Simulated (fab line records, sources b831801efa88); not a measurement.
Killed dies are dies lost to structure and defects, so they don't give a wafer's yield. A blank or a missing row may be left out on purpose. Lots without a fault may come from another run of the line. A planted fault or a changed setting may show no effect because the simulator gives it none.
A struck lot beside a sound one | flow sky130 | 43 steps out of a route of 708
Sound: wafers L622.1, L622.2, L622.3. Struck: wafers L632.1, L632.3, L632.4. The cause comes at the end.
At each step with rows: each side's tool, then ch and its chambers, then its first start. Under that, the readings that differ: sound wafers | struck wafers | difference of the means | sigmas: that difference in standard deviations of wafers without a fault.
alike: readings whose means differ by less than 2 such deviations, and words and numbers that are the same on both sides. not compared: withheld readings, readings that some wafer has no value for, bounds like >300 that may hide the same value, and numbers for which the record gives no deviation and whose values overlap.
The two part at a step that has a row with sigmas, a row that says differs or no value, or rows on one side only. Numbers that don't overlap but have no deviation are shown without sigmas and don't part them. A reading that every wafer of one side lacks parts them only if that side has two wafers or more.

first, 9 steps without rows for these wafers: SKY_CAP2M_CLEAN_17 (cleans in O3/DIW); SKY_METAL4_DEHYDRATE_05 (time 60 s); SKY_METAL4_HMDS_06 (prime time 60 s); SKY_METAL4_COAT_07 (resist thk 60 nm); SKY_METAL4_COAT_08 (resist thk 1140 nm); SKY_METAL4_SOFTBAKE_09 (time 90 s); SKY_METAL4_EXPOSE_10 (exposes mask MM4, target cd 300 nm); SKY_METAL4_PEB_11; SKY_METAL4_DEVELOP_12 (develop time 60 s).
SKY_METAL4_CD_MEAS_13: target cd 300 nm.
  sound on cd_sem-01, day 42 22:50; struck on cd_sem-01, day 45 20:07
  alike: cd_nm
SKY_METAL4_OVL_MEAS_14:
  sound on overlay-01, day 42 22:57; struck on overlay-01, day 45 20:14
  alike: METAL4_OVL
then, 1 step without rows for these wafers: SKY_METAL4_DESCUM_15 (chemistry O2, time 8 s).
SKY_METAL4_ETCH_16: etches BARC in N2/H2, stops on SiO2, time 88.2 s, target depth 60 nm.
  sound on rie_metal-02 ch 0,1, day 42 23:01; struck on rie_metal-02 ch 0,1, day 45 20:18
  alike: drypump_motor_current_A, n2_flow_sccm, oes_product_au, throttle_valve_pct
  not compared: rf_hours_counter_h
SKY_METAL4_ETCH_17: etches SiO2 in C4F8/O2/Ar, stops on TiN, time 3.9 s, target depth 15 nm.
  sound on rie_diel-01 ch 0,1,3, day 42 23:07; struck on rie_diel-04 ch 1,2,3, day 45 20:24
  alike: oes_product_au
  not compared: rf_hours_counter_h
then, 6 steps without rows for these wafers: SKY_METAL4_METAL_ETCH_18 (etches the open film in Cl2/BCl3, stops on SiO2, target depth 845 nm, time 183.1 s); SKY_METAL4_STRIP_19 (strips in O2/N2); SKY_METAL4_STRIP_20 (strips in post etch residue remover, time 1200 s); SKY_METAL4_CLEAN_21 (cleans in IPA, time 180 s); SKY_METAL4_CLEAN_22 (cleans in O3/DIW); SKY_VIA4_HDPCVD_00 (deposits SiO2, target thk 1750 nm, time 291.7 s).
SKY_VIA4_THK_MEAS_01:
  sound on film_metro-03, day 43 00:05; struck on film_metro-01, day 45 21:25
  alike: VIA4_HDPCVD_THK
then, 1 step without rows for these wafers: SKY_VIA4_CMP_02 (polishes SiO2).
SKY_VIA4_BOW_MEAS_03:
  sound on film_metro-02, day 43 00:26; struck on film_metro-01, day 45 22:01
  alike: VIA4_BOW
then, 7 steps without rows for these wafers: SKY_VIA4_DEHYDRATE_04 (time 60 s); SKY_VIA4_HMDS_05 (prime time 60 s); SKY_VIA4_COAT_06 (resist thk 1140 nm); SKY_VIA4_SOFTBAKE_07 (time 60 s); SKY_VIA4_EXPOSE_08 (exposes mask VIM4, target cd 800 nm); SKY_VIA4_PEB_09; SKY_VIA4_DEVELOP_10 (develop time 60 s).
SKY_VIA4_OVL_MEAS_11:
  sound on overlay-01, day 43 23:59; struck on overlay-02, day 46 18:16
  alike: VIA4_OVL
then, 1 step without rows for these wafers: SKY_VIA4_ETCH_12 (etches SiO2 in C4F8/O2/Ar, stops on TiN, target depth 580 nm).
SKY_VIA4_STRIP_13: strips in O2/N2.
  sound on plasma_asher-03 ch 0,1, day 44 00:06; struck on plasma_asher-02 ch 0,1, day 46 18:23
  alike: drypump_motor_current_A, n2_flow_sccm, o2_flow_sccm, oes_product_au, strip_time_to_endpoint_s
  not compared: rf_hours_counter_h
then, 3 steps without rows for these wafers: SKY_VIA4_STRIP_14 (strips in post etch residue remover, time 1200 s); SKY_VIA4_CLEAN_15 (cleans in IPA, time 180 s); SKY_VIA4_CLEAN_16 (cleans in O3/DIW).
SKY_VIA4_SPUTTER_17: material TiN, target thk 20 nm, time 80 s.
  sound on pvd_sputter-03, day 44 00:44; struck on pvd_sputter-04, day 46 18:58
  alike: throttle_valve_pct
SKY_VIA4_CVD_18: deposits W, target thk 505 nm, time 152.14 s.
  sound on cvd_w-01 ch 0,1, day 44 00:47; struck on cvd_w-01 ch 0,1, day 46 19:02
  alike: heater_power_w
SKY_VIA4_RS_MEAS_19: measures by four-point-probe.
  sound on film_metro-01, day 44 00:57; struck on film_metro-03, day 46 19:11
  alike: VIA4_W_RS
SKY_VIA4_THK_MEAS_20: measures by xrf.
  sound on film_metro-01, day 44 01:04; struck on film_metro-03, day 46 19:19
  alike: VIA4_W_THK
then, 1 step without rows for these wafers: SKY_VIA4_CMP_21 (polishes, stops on SiO2, t overpolish 25 s, target thk 0 nm).
SKY_METAL5_SPUTTER_00: material Ti, target thk 15 nm, time 10 s.
  sound on pvd_sputter-01, day 44 01:26; struck on pvd_sputter-04, day 46 19:40
  alike: throttle_valve_pct
-- the record jumps here: 2 days lie between the struck wafers' starts before and after (it left off in module METAL5 and takes up again in module PAD_OPEN, whose first step shown is number 708 of the route) --
SKY_PAD_OPEN_PROBE_99:
  sound on prober-01, day 46 19:47; struck on prober-02, day 49 06:16
  reading                               | sound             | struck            | difference | sigmas
  defect_limited_yield (%)              | 80.3 83.7 82.5    | 73.6 75.6 71.5    | -8.6       | -4
  killed_at_M4_up                       | 3 3 5             | 40 43 49          | +40        | +22
  killed_dies                           | 97 80 86          | 130 120 140       | +42        | +4
  sort_bin_3_pad_short (%)              | 1.2 1.0 0.6       | 3.0 2.8 2.4       | +1.8       | +4
  sort_bin_5_function (%)               | 11.4 10.4 10.4    | 17.7 15.4 19.9    | +6.9       | +4
  sort_n_pass                           | 395 412 406       | 362 372 352       | -42        | -4
  sort_yield_pct (%)                    | 80.3 83.7 82.5    | 73.6 75.6 71.5    | -8.6       | -4
  model.etest.tester.sort_n_pass        | 395 412 406       | 362 372 352       | -42        |
  model.etest.tester.sort_yield_pct (%) | 80.28 83.74 82.52 | 73.58 75.61 71.54 | -8.60      |
  model.etest.tester.sort_bin_5_pct (%) | 11.38 10.37 10.37 | 17.68 15.45 19.92 | +6.98      |
  model.etest.tester.sort_bin_3_pct (%) | 1.22 1.016 0.6098 | 3.049 2.846 2.439 | +1.829     |
  alike: killed_at_M0_to_M3, killed_at_contacts, killed_at_front_end, killed_at_other, killed_open, killed_short, sort_bin_6_memory

WHERE THEY PART
Only at SKY_PAD_OPEN_PROBE_99, within this record.

WHY: what the simulator had put in
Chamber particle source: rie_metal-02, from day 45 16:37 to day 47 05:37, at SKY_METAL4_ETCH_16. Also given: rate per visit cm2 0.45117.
